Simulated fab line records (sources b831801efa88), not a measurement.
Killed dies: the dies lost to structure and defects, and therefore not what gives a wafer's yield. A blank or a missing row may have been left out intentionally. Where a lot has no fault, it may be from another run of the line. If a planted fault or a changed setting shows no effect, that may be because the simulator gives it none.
A struck lot beside a sound one | flow sky130 | 14 steps out of a route of 708
Sound: wafers L514.1, L514.4, L514.6. The struck wafers were L519.3, L519.4, L519.5. At the end, the cause is stated.
Order at every step that has rows: each side's tool, ch and its chambers, its first start. Under that, the readings that differ: sound wafers | struck wafers | difference of the means | sigmas: that difference in standard deviations of wafers without a fault.
alike: words and numbers the same on both sides, and readings whose means are apart by under 2 such deviations; not compared: readings that were withheld, readings missing a value for some wafer, numbers with overlapping values and no deviation given by the record, and bounds like >300 which may hide the same value.
The two part at a step that has a row with sigmas, a row that says differs or no value, or rows on one side only. When numbers do not overlap yet have no deviation, they are printed without sigmas and do not part them. A reading that every wafer of one side lacks parts them only if that side has two wafers or more.

SKY_METAL1_SPUTTER_01: material TiN, target thk 20 nm, time 16.7 s.
  struck on pvd sputter-02, day 33 03:45; sound on pvd sputter-02, day 32 20:43
  alike: throttle valve pct
SKY_METAL1_SPUTTER_02: material AlCu, target thk 250 nm, time 13.3 s.
  struck on pvd sputter-02, day 33 03:46; sound on pvd sputter-02, day 32 20:44
  alike: throttle valve pct
SKY_METAL1_SPUTTER_03: material Ti, target thk 5 nm, time 3.3 s.
  struck on pvd sputter-02, day 33 03:48; sound on pvd sputter-02, day 32 20:46
  alike: throttle valve pct
SKY_METAL1_SPUTTER_04: material TiN, target thk 70 nm, time 58.3 s.
  struck on pvd sputter-02, day 33 03:49; sound on pvd sputter-02, day 32 20:47
  alike: throttle valve pct
SKY_METAL1_RS_MEAS_05: measures by four-point-probe.
  struck on film metro-03, day 33 03:55; sound on film metro-02, day 32 20:50
  alike: METAL1_ALCU_RS
SKY_METAL1_THK_MEAS_06: measures by xrf.
  struck on film metro-03, day 33 04:01; sound on film metro-02, day 32 20:57
  alike: METAL1_ALCU_THK
then, 6 steps without rows for these wafers: SKY_METAL1_DEHYDRATE_07 (time 60 s); SKY_METAL1_HMDS_08 (prime time 60 s); SKY_METAL1_COAT_09 (resist thk 60 nm); SKY_METAL1_COAT_10 (resist thk 450 nm); SKY_METAL1_SOFTBAKE_11 (time 90 s); SKY_METAL1_EXPOSE_12 (exposes mask MM1, target cd 140 nm).
SKY_METAL1_PEB_13:
  sound on litho track-03 ch 0, day 33 22:00; struck on litho track-01, day 34 06:00
  reading         | sound          | struck | difference                    | sigmas
  exhaust pa (Pa) | 44.5 44.3 44.3 | - - -  | no value on the struck wafers |
  not compared: chill plate temp C
then, 1 step without rows for these wafers: SKY_METAL1_DEVELOP_14 (develop time 60 s).

WHERE THEY PART
At SKY_METAL1_PEB_13 and nowhere else, as far as this record goes.

WHY: what the simulator had put in
Step skipped in full: litho track-01, at SKY_METAL1_PEB_13, from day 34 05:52 onward. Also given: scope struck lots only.
